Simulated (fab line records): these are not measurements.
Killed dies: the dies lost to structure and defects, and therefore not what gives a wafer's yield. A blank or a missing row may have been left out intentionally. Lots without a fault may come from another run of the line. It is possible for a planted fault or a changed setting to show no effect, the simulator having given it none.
Which tool did it? | flow sky130 | 12 lots, 36 wafers sampled, at 5 steps of a route of 708

## WHAT THE GAUGES SHOWED, per wafer
SKY_VT_ADJUST_HVTR_OVL_MEAS_08.
lot  | measured     | on         | VT_ADJUST_HVTR_OVL (nm)
L430 | day 9 18:04  | overlay-01 | 0.0 0.0 1.6
L433 | day 10 13:55 | overlay-02 | -0.2 0.2 0.9
L434 | day 10 23:44 | overlay-02 | -0.5 -3.2 -1.4
L439 | day 12 09:46 | overlay-01 | -0.7 0.0 0.6
L440 | day 12 18:34 | overlay-02 | 0.3 0.5 1.0
L443 | day 13 14:49 | overlay-02 | 0.0 -0.5 -2.4
L444 | day 13 20:55 | overlay-02 | -2.0 -1.1 0.2
L445 | day 14 05:23 | overlay-02 | -0.4 -1.7 1.3
L447 | day 14 19:25 | overlay-02 | -1.6 -1.2 -2.3
L449 | day 15 10:28 | overlay-01 | 1.0 1.4 3.0
L450 | day 15 19:55 | overlay-02 | 0.2 -0.3 -2.4
L452 | day 16 06:16 | overlay-01 | 0.1 -0.4 1.6

SKY_VT_ADJUST_HVTR_TW_MEAS_11.
lot  | measured     | on           | VT_ADJUST_HVTR_TW
L430 | day 9 18:22  | filmMetro-04 | 207.7 206.7 207.1
L433 | day 10 14:13 | filmMetro-03 | 214.4 213.8 214.3
L434 | day 11 00:02 | filmMetro-03 | 214.1 214.3 213.4
L439 | day 12 10:03 | filmMetro-01 | 211.7 211.4 211.5
L440 | day 12 18:52 | filmMetro-03 | 214.4 214.9 214.1
L443 | day 13 15:07 | filmMetro-04 | 206.4 206.6 206.7
L444 | day 13 21:12 | filmMetro-03 | 212.1 212.4 212.9
L445 | day 14 05:40 | filmMetro-01 | 211.7 210.9 210.6
L447 | day 14 19:42 | filmMetro-01 | 211.0 213.1 212.6
L449 | day 15 10:46 | filmMetro-01 | 213.5 213.2 212.7
L450 | day 15 20:12 | filmMetro-04 | 207.9 207.9 209.9
L452 | day 16 06:34 | filmMetro-04 | 208.4 209.0 208.8

SKY_SONOS_ONO_OVL_MEAS_14.
lot  | measured     | on         | SONOS_ONO_OVL (nm)
L430 | day 12 23:50 | overlay-02 | -2.4 -2.3 -2.4
L433 | day 13 20:47 | overlay-01 | -0.8 1.1 -0.8
L434 | day 14 06:48 | overlay-01 | -6.1 -4.3 -4.8
L439 | day 15 19:11 | overlay-01 | -1.5 -1.7 -3.2
L440 | day 16 07:04 | overlay-02 | -0.2 -0.2 -1.5
L443 | day 17 08:14 | overlay-02 | -0.9 0.3 -1.9
L444 | day 17 16:37 | overlay-01 | -0.9 -1.2 1.9
L445 | day 17 22:59 | overlay-02 | -4.3 -2.0 -4.3
L447 | day 18 14:52 | overlay-02 | -4.3 -1.6 -0.4
L449 | day 19 05:41 | overlay-01 | -0.7 0.6 0.5
L450 | day 19 17:53 | overlay-02 | -1.0 -1.5 -1.8
L452 | day 20 07:49 | overlay-02 | -2.8 -1.1 -2.1

SKY_GATE_OXIDE_THK_MEAS_02.
lot  | measured     | on           | GATE_OXIDE_OXIDATION_00_THK (nm)
L430 | day 13 02:08 | filmMetro-03 | 10.60 10.52 10.59
L433 | day 13 22:35 | filmMetro-03 | 10.42 10.29 10.25
L434 | day 14 08:35 | filmMetro-01 | 10.71 10.51 10.67
L439 | day 15 22:13 | filmMetro-01 | 10.51 10.38 10.27
L440 | day 16 12:01 | filmMetro-03 | 10.50 10.26 10.25
L443 | day 17 10:57 | filmMetro-04 | 9.81 9.84 9.97
L444 | day 17 18:42 | filmMetro-01 | 10.13 10.14 10.14
L445 | day 18 01:58 | filmMetro-03 | 10.38 10.15 10.42
L447 | day 18 17:59 | filmMetro-01 | 9.57 9.62 9.61 9.55 9.62 9.60
L449 | day 19 07:37 | filmMetro-03 | 10.31 10.34 10.42
L450 | day 19 19:40 | filmMetro-03 | 10.13 10.05 10.13
L452 | day 20 09:35 | filmMetro-01 | 10.39 10.42 10.49

## WHICH TOOL RAN EACH LOT (tool, then ch and the chambers of the sampled wafers, then the start)
lot  | SKY_GATE_OXIDE_OXIDATION_01
L430 | furnace-02 ch 0, day 13 00:43
L433 | furnace-02 ch 0, day 13 21:10
L434 | furnace-01 ch 0, day 14 07:09
L439 | furnace-02 ch 0, day 15 20:48
L440 | furnace-01 ch 0, day 16 10:36
L443 | furnace-01 ch 0, day 17 09:31
L444 | furnace-02 ch 0, day 17 17:17
L445 | furnace-02 ch 0, day 18 00:34
L447 | furnace-01 ch 0, day 18 16:35
L449 | furnace-02 ch 0, day 19 06:13
L450 | furnace-02 ch 0, day 19 18:15
L452 | furnace-02 ch 0, day 20 08:10
- SKY_GATE_OXIDE_OXIDATION_01: stabilise 600 s, purge 300 s, target thk 10.268 nm.

## AS READ BY THE TOOLS THEMSELVES (means over the sampled wafers that have a number; for cases with no such wafer, the mark the record gives instead)
SKY_GATE_OXIDE_OXIDATION_01.
lot  | tool       | spikeTcBottomC (C) | spikeTcCentreC (C) | spikeTcLowerC (C) | spikeTcTopC (C) | spikeTcUpperC (C) | tubeCenterTempC (C) | tube_center_temp_C_max
L430 | furnace-02 | 917.8              | 900.0              | 900.9             | 913.7           | 898.3             | 900                 | 902.3
L433 | furnace-02 | 918.7              | 900.4              | 900.9             | 913.5           | 899.0             | 900                 | 902.4
L434 | furnace-01 | 920.2              | 899.6              | 900.5             | 909.7           | 899.6             | 900                 | 901.8
L439 | furnace-02 | 919.7              | 900.6              | 902.0             | 913.6           | 897.6             | 900                 | 902.1
L440 | furnace-01 | 919.7              | 899.9              | 899.2             | 909.7           | 899.6             | 900                 | 902.5
L443 | furnace-01 | 915.0              | 893.4              | 895.0             | 904.1           | 894.5             | 895                 | 896.8
L444 | furnace-02 | 918.7              | 900.8              | 901.9             | 914.8           | 898.4             | 900                 | 902.3
L445 | furnace-02 | 918.5              | 900.1              | 901.4             | 914.8           | 898.7             | 900                 | 902.0
L447 | furnace-01 | 914.9              | 892.6              | 894.6             | 904.9           | 895.0             | 895                 | 896.9
L449 | furnace-02 | 918.7              | 900.4              | 901.0             | 913.2           | 899.5             | 900                 | 902.5
L450 | furnace-02 | 919.2              | 900.4              | 902.0             | 914.8           | 899.0             | 900                 | 902.6
L452 | furnace-02 | 918.9              | 900.8              | 900.7             | 913.9           | 898.7             | 900                 | 902.0

## THE ANSWER, worked out from the rows above alone
Rule: what is usual is taken from the lots themselves. Put in order of their means at a reading, lots are off if they are a third of the lots or fewer, leave a main group of 4 or more, and stand apart from it by a gap of 3 or more times the standard deviation of the main group's means; of several such gaps the widest counts. The tables above print the reading to a certain number of digits; a main group whose means all agree to those digits is not used. Also off: a lot with no number at a reading for which 4 or more lots have one. Any other lot the step has rows for is counted as sound. First the gauges in route order, then the tools' own readings, where a lot's mean is used as printed above. The first step at which some lot is off is used, and at that step the reading that is off furthest; a lot without a number counts as furthest.
Off: L443, L447 (SKY_GATE_OXIDE_OXIDATION_01, tube_center_temp_C_max). The main group has a mean of 902.2 with a standard deviation of 0.25.
If a tool, at that step or one of the process steps before it, ran each lot that is off and ran no sound lot following the first of them, it fits. One fits: SKY_GATE_OXIDE_OXIDATION_01 on furnace-01. A fault onset in the window from L440 (day 16 10:36, its last sound lot) to L443 (day 17 09:31, its first lot off) fits.
The tool's own readings at SKY_GATE_OXIDE_OXIDATION_01 bear it out: on the lots that are off they differ by more than 5 times the standard deviation of the sound lots' means. spikeTcBottomC reads 915.0 C there against 919.0 C on the sound lots; spikeTcCentreC reads 893.0 C there against 900.3 C on the sound lots; spikeTcLowerC reads 894.8 C there against 901.0 C on the sound lots; spikeTcUpperC reads 894.8 C there against 898.8 C on the sound lots; tubeCenterTempC reads 895 C there against 900 C on the sound lots; tube_center_temp_C_max reads 896.8 there against 902.2 on the sound lots.

## WHAT WAS PUT IN BY THE SIMULATOR
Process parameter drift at SKY_GATE_OXIDE_OXIDATION_01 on furnace-01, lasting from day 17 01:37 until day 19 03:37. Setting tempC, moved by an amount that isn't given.
Shown lots that were struck: L443, L447. The same result came from the rule above.
